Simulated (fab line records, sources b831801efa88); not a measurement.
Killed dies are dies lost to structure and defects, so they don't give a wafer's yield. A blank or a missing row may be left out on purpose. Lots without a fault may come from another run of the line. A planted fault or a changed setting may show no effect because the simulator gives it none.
fab line records | flow sky130
record lots=15 wafers=45 last_day=50
route steps=708 shown VT_ADJUST_LVTN@105 PAD_OPEN@708
lots that met no fault: from a run of the same line without faults
start_h: hours from the record's first day to the start of the lot's first wafer shown | wait_h: hours since the lot's step before | " the same as in the row above | L1.1+2: a row that stands for several wafers | - no value, or no start given | * or withheld: withheld | < > ~ a bound
route shown NAME@n: a module of which the file shows steps, and the number in the route of the first | usual: mean/standard deviation of fault-free wafers | same: alike in all rows | chamber/n: place in a boat | sites: the reading at each site | _std_site: their standard deviation | _edge_site: outer sites' mean less inner sites' | radius_mm: how far each site lies from the wafer's centre | mask NAME#n: copy n | behind: the tool/chamber that last shaped the wafer | hold: why the lot was held/for how many hours/how that ended | device: the transistor (n, p or np) that didn't switch | end of line: the same wafers' tests at the end of the route | a step without rows: its recipe alone | killed: dies lost to structure and defects at the first sort, not the wafer's yield | map: a wafer's dies, x killed, . not, _ none there
set.NAME: the setting as run; set.NAME@STEP: as run at that earlier step | model.NAME: the simulator's own value behind a step, which no gauge read
steps of the route over a sample of lots; a table a step, a row a wafer
services: from which hour (start_h, from the record's first day; less than 0 if before it) a tool's chamber was out of use, for how many hours, and why
## steps
# step SKY_VT_ADJUST_LVTN_IMPLANT_08
# recipe species=B energy_kev=30 dose_cm2=1.57e+12 tilt_deg=withheld
# usual beam_energy_keV=29.999/0.011 dose_ions_cm2=1.5697e+12/1.8e+09 faraday_current_uA=8.85/0.18
# columns lot.wafer tool chamber start_h wait_h beam_energy_keV dose_ions_cm2 faraday_current_uA
L640.3 implanter-01 0 146.24 0.1 29.999 1.5699e+12 9.02
L640.5 " 0 " " 30.017 1.5713e+12 8.76
L640.6 " 0 " " 30.001 1.572e+12 8.82
L641.1 implanter-02 0 159.44 0.0 30.018 1.568e+12 8.44
L641.2 " 0 " " 30.016 1.5695e+12 9.01
L641.4 " 0 " " 30.005 1.5688e+12 8.60
L643.3 implanter-01 0 168.79 0.1 29.992 1.5707e+12 8.46
L643.4 " 0 " " 29.979 1.5711e+12 8.96
L643.5 " 0 " " 29.981 1.5694e+12 8.92
L642.1 implanter-02 0 168.98 0.0 30.004 1.5699e+12 9.09
L642.2 " 0 " " 29.994 1.5697e+12 9.05
L642.5 " 0 " " 29.986 1.5704e+12 9.03
L645.2 implanter-03 0 180.16 0.0 29.989 1.5736e+12 8.81
L645.5 " 0 " " 29.988 1.5702e+12 8.40
L645.6 " 0 " " 29.984 1.5681e+12 8.76
L649.2 implanter-02 0 201.11 0.0 29.992 1.0388e+12 5.93
L649.3 " 0 " " 30.009 1.042e+12 5.93
L649.6 " 0 " " 30.006 1.0388e+12 5.89
L650.1 implanter-02 0 205.31 0.0 30.005 1.0396e+12 5.89
L650.3 " 0 " " 30.003 1.0385e+12 5.86
L650.6 " 0 " " 30.000 1.0377e+12 5.86
L651.3 implanter-02 0 212.99 0.1 29.997 1.042e+12 5.93
L651.4 " 0 " " 30.003 1.0394e+12 5.97
L651.5 " 0 " " 29.995 1.0407e+12 5.82
L652.1 implanter-03 0 220.94 0.0 30.006 1.5708e+12 8.58
L652.3 " 0 " " 29.980 1.5719e+12 8.98
L652.6 " 0 " " 29.996 1.5682e+12 9.10
L653.1 implanter-01 0 224.71 0.0 30.025 1.5699e+12 8.81
L653.2 " 0 " " 30.020 1.5674e+12 8.88
L653.3 " 0 " " 30.012 1.57e+12 8.91
L656.1 implanter-01 0 244.64 0.0 29.989 1.5702e+12 9.26
L656.3 " 0 " " 29.998 1.5721e+12 8.94
L656.5 " 0 " " 29.991 1.5718e+12 8.82
L659.1 implanter-03 0 264.74 0.0 29.992 1.5716e+12 8.98
L659.5 " 0 " " 29.986 1.5681e+12 9.05
L659.6 " 0 " " 29.986 1.5672e+12 8.99
L660.1 implanter-03 0 274.88 0.0 30.006 1.5696e+12 8.93
L660.2 " 0 " " 30.013 1.57e+12 9.03
L660.5 " 0 " " 30.000 1.5681e+12 8.29
L662.2 implanter-03 0 288.55 0.0 29.993 1.5702e+12 9.02
L662.4 " 0 " " 30.000 1.5707e+12 8.55
L662.5 " 0 " " 29.998 1.5718e+12 8.90
L663.4 implanter-01 0 295.05 0.1 30.002 1.5691e+12 8.85
L663.5 " 0 " " 30.003 1.5707e+12 9.08
L663.6 " 0 " " 30.018 1.5705e+12 8.97
# step SKY_VT_ADJUST_LVTN_TW_MEAS_10
# usual VT_ADJUST_LVTN_TW=238.6/1
# columns lot.wafer tool chamber start_h wait_h VT_ADJUST_LVTN_TW
L640.3 film_metro-04 - 146.46 0.1 239.1
L640.5 " - " " 239.1
L640.6 " - " " 238.2
L641.1 film_metro-03 - 159.69 0.1 238.2
L641.2 " - " " 238.0
L641.4 " - " " 238.9
L643.3 film_metro-03 - 169.01 0.1 238.0
L643.4 " - " " 239.7
L643.5 " - " " 239.6
L642.1 film_metro-02 - 169.23 0.1 238.0
L642.2 " - " " 239.6
L642.5 " - " " 238.8
L645.2 film_metro-04 - 180.40 0.1 239.9
L645.5 " - " " 238.2
L645.6 " - " " 238.8
L649.2 film_metro-04 - 201.35 0.1 212.7
L649.3 " - " " 213.4
L649.6 " - " " 212.3
L650.1 film_metro-03 - 205.56 0.1 210.9
L650.3 " - " " 212.0
L650.6 " - " " 212.3
L651.3 film_metro-04 - 213.21 0.1 211.9
L651.4 " - " " 213.2
L651.5 " - " " 213.7
L652.1 film_metro-03 - 221.19 0.1 237.9
L652.3 " - " " 238.6
L652.6 " - " " 237.6
L653.1 film_metro-04 - 224.96 0.1 238.7
L653.2 " - " " 239.8
L653.3 " - " " 240.3
L656.1 film_metro-02 - 244.89 0.1 239.2
L656.3 " - " " 237.8
L656.5 " - " " 240.1
L659.1 film_metro-03 - 264.99 0.1 239.0
L659.5 " - " " 239.7
L659.6 " - " " 238.7
L660.1 film_metro-03 - 275.13 0.1 239.7
L660.2 " - " " 239.9
L660.5 " - " " 239.1
L662.2 film_metro-02 - 288.79 0.1 236.3
L662.4 " - " " 238.4
L662.5 " - " " 239.3
L663.4 film_metro-02 - 295.26 0.1 238.6
L663.5 " - " " 238.9
L663.6 " - " " 237.0
# step SKY_PAD_OPEN_PROBE_99
# usual killed_at_M0_to_M3=43/7.3 killed_at_M4_up=3.6/1.9 killed_at_contacts=23/5.3 killed_at_front_end=15/4.5 killed_at_other=0.3/0.72 killed_dies=85/9.4 killed_open=46/6.7 killed_short=38/6.8
# same gross_dies=492 killed_at_back_side=0
# columns lot.wafer tool chamber start_h wait_h killed_at_M0_to_M3 killed_at_M4_up killed_at_contacts killed_at_front_end killed_at_other killed_dies killed_open killed_short
L640.3 prober-01 - 1076.26 0.2 53 4 16 9 2 84 42 41
L640.5 prober-01 - 1076.36 0.2 44 2 26 17 0 89 48 40
L640.6 prober-01 - 1076.41 0.2 25 3 25 13 5 71 41 25
L641.1 prober-02 - 1087.99 0.1 43 4 24 15 0 86 49 37
L641.2 prober-02 - 1088.04 0.1 39 4 32 13 1 89 41 48
L641.4 prober-02 - 1088.14 0.2 38 3 19 21 1 82 40 42
L643.3 prober-01 - 1099.16 0.2 40 2 17 10 0 69 45 24
L643.4 prober-01 - 1099.21 0.2 44 7 26 16 3 96 52 41
L643.5 prober-01 - 1099.26 0.2 48 2 27 13 1 91 51 39
L642.1 prober-02 - 1103.47 0.1 46 3 30 19 0 98 61 37
L642.2 prober-02 - 1103.52 0.1 58 9 29 8 0 104 67 37
L642.5 prober-02 - 1103.67 0.2 52 3 29 20 3 107 55 52
L645.2 prober-02 - 1112.92 0.1 42 5 34 15 0 96 47 49
L645.5 prober-02 - 1113.07 0.2 52 3 25 17 2 99 48 51
L645.6 prober-02 - 1113.12 0.2 41 9 24 23 0 97 51 46
L649.2 prober-02 - 1134.27 0.1 25 4 24 13 2 68 40 27
L649.3 prober-02 - 1134.32 0.2 45 2 21 12 0 80 43 37
L649.6 prober-02 - 1134.47 0.2 48 7 23 19 0 97 60 37
L650.1 prober-01 - 1141.77 0.1 41 2 21 11 0 75 44 31
L650.3 prober-01 - 1141.87 0.2 38 6 15 14 0 73 40 33
L650.6 prober-01 - 1142.02 0.2 54 7 22 9 0 92 45 47
L651.3 prober-02 - 1164.01 0.2 48 3 24 11 0 86 50 36
L651.4 prober-02 - 1164.06 0.2 35 3 21 22 0 81 39 41
L651.5 prober-02 - 1164.11 0.2 40 8 21 11 1 81 48 33
L659.1 prober-01 - 1182.77 0.1 43 5 19 21 0 88 49 39
L659.5 prober-01 - 1182.97 0.2 44 2 16 16 0 78 41 37
L659.6 prober-01 - 1183.02 0.2 41 3 22 17 1 84 32 52
L660.1 prober-01 - 1192.01 0.1 26 3 29 10 0 68 42 26
L660.2 prober-01 - 1192.06 0.1 33 1 28 25 1 88 49 39
L660.5 prober-01 - 1192.21 0.2 41 2 20 12 0 75 35 40
# killed by level:class
L640.3 VIA2:geometric_particle:open=10 VIA1:geometric_particle:open=8 METAL2:geometric_particle:short=6 METAL3:geometric_particle:short=6 CONTACT:geometric_particle:open=5 METAL1:geometric_particle:short=5 VIA3:geometric_particle:short=5 LI_CONTACT:geometric_particle:open=4
L640.5 CONTACT:geometric_particle:open=8 VIA2:geometric_particle:open=7 FIELD_ISO:geometric_particle:open=6 LI_CONTACT:geometric_particle:open=6 VIA3:geometric_particle:open=6 CONTACT:geometric_particle:short=5 VIA1:geometric_particle:open=5 METAL2:geometric_particle:short=5
L640.6 LI_CONTACT:geometric_particle:open=9 VIA1:geometric_particle:open=6 LOCAL_INTERCONNECT:geometric_particle:short=5 PASSIVATION:coat_microbubble_printed=5 CONTACT:geometric_particle:short=5 POLY_GATE:geometric_particle:open=4 CONTACT:geometric_particle:open=4 FIELD_ISO:geometric_particle:open=3
L641.1 VIA1:geometric_particle:open=15 LI_CONTACT:geometric_particle:open=10 VIA2:geometric_particle:open=7 FIELD_ISO:geometric_particle:short=6 CONTACT:geometric_particle:open=6 VIA1:geometric_particle:short=6 CONTACT:geometric_particle:short=4 METAL2:geometric_particle:short=4
L641.2 CONTACT:geometric_particle:open=11 LI_CONTACT:geometric_particle:open=7 VIA1:geometric_particle:open=7 LOCAL_INTERCONNECT:geometric_particle:short=6 METAL2:geometric_particle:short=6 CONTACT:geometric_particle:short=6 METAL1:geometric_particle:short=6 VIA2:geometric_particle:open=5
L641.4 FIELD_ISO:geometric_particle:short=9 VIA3:geometric_particle:open=8 LI_CONTACT:geometric_particle:open=5 VIA1:geometric_particle:open=5 VIA2:geometric_particle:open=5 POLY_GATE:geometric_particle:open=4 LOCAL_INTERCONNECT:geometric_particle:short=4 CONTACT:geometric_particle:open=4
L643.3 VIA3:geometric_particle:open=10 CONTACT:geometric_particle:open=9 VIA1:geometric_particle:open=7 LI_CONTACT:geometric_particle:open=5 VIA1:geometric_particle:short=5 METAL2:geometric_particle:short=5 FIELD_ISO:geometric_particle:open=4 VIA2:geometric_particle:open=4
L643.4 METAL2:geometric_particle:short=9 VIA1:geometric_particle:open=8 CONTACT:geometric_particle:open=8 VIA2:geometric_particle:open=8 LOCAL_INTERCONNECT:geometric_particle:short=6 VIA3:geometric_particle:open=6 LI_CONTACT:geometric_particle:open=5 METAL1:geometric_particle:short=5
L643.5 CONTACT:geometric_particle:open=12 VIA2:geometric_particle:open=11 VIA1:geometric_particle:open=10 METAL1:geometric_particle:short=6 METAL2:geometric_particle:short=6 LI_CONTACT:geometric_particle:open=5 FIELD_ISO:geometric_particle:open=4 FIELD_ISO:geometric_particle:short=4
L642.1 VIA2:geometric_particle:open=12 LI_CONTACT:geometric_particle:open=10 CONTACT:geometric_particle:open=9 VIA1:geometric_particle:open=9 FIELD_ISO:geometric_particle:open=7 VIA3:geometric_particle:open=6 CONTACT:geometric_particle:short=5 METAL1:geometric_particle:short=5
L642.2 VIA1:geometric_particle:open=14 CONTACT:geometric_particle:open=12 VIA3:geometric_particle:open=9 LI_CONTACT:geometric_particle:open=8 VIA2:geometric_particle:open=8 VIA1:geometric_particle:short=6 METAL1:geometric_particle:short=5 VIA2:geometric_particle:short=5
L642.5 VIA3:geometric_particle:open=12 VIA1:geometric_particle:open=10 VIA2:geometric_particle:open=8 LI_CONTACT:geometric_particle:open=6 LI_CONTACT:geometric_particle:short=6 CONTACT:geometric_particle:short=6 METAL1:geometric_particle:short=6 METAL2:geometric_particle:short=6
L645.2 CONTACT:geometric_particle:open=15 VIA1:geometric_particle:open=11 POLY_GATE:geometric_particle:short=6 METAL1:geometric_particle:short=6 LOCAL_INTERCONNECT:geometric_particle:short=6 CONTACT:geometric_particle:short=6 VIA1:geometric_particle:short=6 FIELD_ISO:geometric_particle:open=5
L645.5 VIA1:geometric_particle:open=13 METAL3:geometric_particle:short=8 VIA2:geometric_particle:open=7 CONTACT:geometric_particle:open=6 VIA3:geometric_particle:short=6 FIELD_ISO:geometric_particle:short=5 CONTACT:geometric_particle:short=5 VIA1:geometric_particle:short=5
L645.6 CONTACT:geometric_particle:open=12 POLY_GATE:geometric_particle:open=9 VIA1:geometric_particle:open=7 METAL4:geometric_particle:short=7 METAL1:geometric_particle:short=6 METAL2:geometric_particle:short=5 VIA2:geometric_particle:open=5 VIA3:geometric_particle:open=5
L649.2 CONTACT:geometric_particle:open=10 LI_CONTACT:geometric_particle:open=8 VIA2:geometric_particle:open=6 METAL2:geometric_particle:short=5 POLY_GATE:geometric_particle:open=4 FIELD_ISO:geometric_particle:open=3 LOCAL_INTERCONNECT:geometric_particle:short=3 METAL1:geometric_particle:short=3
L649.3 VIA3:geometric_particle:open=9 METAL2:geometric_particle:short=9 VIA1:geometric_particle:open=8 LI_CONTACT:geometric_particle:open=7 CONTACT:geometric_particle:open=6 METAL1:geometric_particle:short=6 VIA1:geometric_particle:short=5 POLY_GATE:geometric_particle:open=4
L649.6 VIA3:geometric_particle:open=13 CONTACT:geometric_particle:open=12 VIA1:geometric_particle:open=7 FIELD_ISO:geometric_particle:short=5 POLY_GATE:geometric_particle:open=5 LI_CONTACT:geometric_particle:open=5 METAL2:geometric_particle:short=5 VIA3:geometric_particle:short=5
L650.1 VIA1:geometric_particle:open=9 LI_CONTACT:geometric_particle:open=8 VIA1:geometric_particle:short=7 CONTACT:geometric_particle:open=6 VIA3:geometric_particle:open=6 VIA2:geometric_particle:open=5 VIA3:geometric_particle:short=4 LI_CONTACT:geometric_particle:short=3
L650.3 VIA1:geometric_particle:open=8 VIA1:geometric_particle:short=8 CONTACT:geometric_particle:open=7 METAL4:geometric_particle:short=6 LI_CONTACT:geometric_particle:open=5 VIA3:geometric_particle:open=5 POLY_GATE:geometric_particle:open=4 VIA3:geometric_particle:short=4
L650.6 VIA1:geometric_particle:open=10 LI_CONTACT:geometric_particle:open=8 VIA2:geometric_particle:open=8 CONTACT:geometric_particle:short=7 METAL2:geometric_particle:short=7 METAL4:geometric_particle:short=6 METAL1:geometric_particle:short=6 VIA3:geometric_particle:open=6
L651.3 VIA1:geometric_particle:open=18 LI_CONTACT:geometric_particle:open=9 CONTACT:geometric_particle:open=8 METAL1:geometric_particle:short=7 METAL2:geometric_particle:short=6 VIA3:geometric_particle:open=6 CONTACT:geometric_particle:short=4 VIA2:geometric_particle:open=4
L651.4 VIA1:geometric_particle:open=8 CONTACT:geometric_particle:open=7 FIELD_ISO:geometric_particle:open=5 POLY_GATE:geometric_particle:short=5 POLY_GATE:geometric_particle:open=5 METAL1:geometric_particle:short=5 VIA1:geometric_particle:short=5 VIA2:geometric_particle:open=5
L651.5 VIA1:geometric_particle:open=10 CONTACT:geometric_particle:open=9 VIA1:geometric_particle:short=8 LI_CONTACT:geometric_particle:open=7 VIA2:geometric_particle:open=5 METAL1:geometric_particle:short=4 METAL4:geometric_particle:short=4 FIELD_ISO:geometric_particle:short=3
L659.1 VIA3:geometric_particle:open=8 POLY_GATE:geometric_particle:open=7 VIA1:geometric_particle:open=7 FIELD_ISO:geometric_particle:short=6 LI_CONTACT:geometric_particle:open=6 CONTACT:geometric_particle:open=6 LI_CONTACT:geometric_particle:short=5 METAL4:geometric_particle:short=5
L659.5 METAL1:geometric_particle:short=11 VIA1:geometric_particle:open=10 VIA3:geometric_particle:open=7 LI_CONTACT:geometric_particle:open=6 VIA1:geometric_particle:short=6 FIELD_ISO:geometric_particle:short=4 POLY_GATE:geometric_particle:open=4 CONTACT:geometric_particle:short=4
L659.6 VIA1:geometric_particle:open=9 POLY_GATE:geometric_particle:short=6 LI_CONTACT:geometric_particle:short=6 METAL1:geometric_particle:short=6 METAL2:geometric_particle:short=6 LOCAL_INTERCONNECT:geometric_particle:short=5 FIELD_ISO:geometric_particle:open=4 VIA1:geometric_particle:short=4
L660.1 CONTACT:geometric_particle:open=14 VIA1:geometric_particle:open=5 FIELD_ISO:geometric_particle:open=4 LI_CONTACT:geometric_particle:short=4 LI_CONTACT:geometric_particle:open=4 LOCAL_INTERCONNECT:geometric_particle:short=3 CONTACT:geometric_particle:short=3 VIA3:geometric_particle:open=3
L660.2 CONTACT:geometric_particle:open=9 VIA2:geometric_particle:open=9 FIELD_ISO:geometric_particle:short=8 LI_CONTACT:geometric_particle:open=8 FIELD_ISO:geometric_particle:open=6 POLY_GATE:geometric_particle:short=6 VIA1:geometric_particle:open=6 METAL2:geometric_particle:short=6
L660.5 CONTACT:geometric_particle:open=9 VIA1:geometric_particle:open=9 METAL2:geometric_particle:short=8 VIA1:geometric_particle:short=7 METAL1:geometric_particle:short=5 CONTACT:geometric_particle:short=4 VIA3:geometric_particle:open=4 FIELD_ISO:geometric_particle:short=3
## services
# columns tool chamber start_h hours kind
implanter-01 - 125.80 0.8 repair
implanter-01 - 149.44 15.7 pm
implanter-03 - 154.36 5.4 pm
implanter-03 - 166.89 2.1 repair
implanter-01 - 178.81 3.4 repair
implanter-01 - 188.03 0.9 repair
implanter-02 - 197.42 2.1 repair
implanter-01 - 204.37 0.5 repair
implanter-03 - 241.00 1.8 repair
implanter-01 - 248.10 2.3 repair
implanter-03 - 263.39 1.2 repair
implanter-01 - 265.62 8.4 repair
## key
first_sign step=SKY_VT_ADJUST_LVTN_IMPLANT_08 reading=dose_ions_cm2 direction=down sigmas=99+ usual=* struck=*
effect step=SKY_VT_ADJUST_LVTN_IMPLANT_08 reading=faraday_current_uA direction=down sigmas=16 usual=8.85 struck=5.90
effect step=SKY_VT_ADJUST_LVTN_TW_MEAS_10 reading=VT_ADJUST_LVTN_TW direction=down sigmas=26 usual=238.6 struck=212.5
met_at SKY_VT_ADJUST_LVTN_IMPLANT_08
struck_lots L649,L650,L651
tester_left_out L649,L650,L651
onset_between 168.98 201.11
fault kind=process_parameter_drift tool=implanter-02 chamber=- onset_h=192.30 steps=SKY_VT_ADJUST_LVTN_IMPLANT_08 channel=dose_cm2 offset=* shape=step end_h=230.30 acts_in=* stated=*
# tester_left_out: of these lots the tester's yield and bins aren't shown, on N5 and GAA mostly nor the transistor test; their killed dies are dies lost to structure and defects alone, not to doping, threshold or leakage, so they don't give the yield
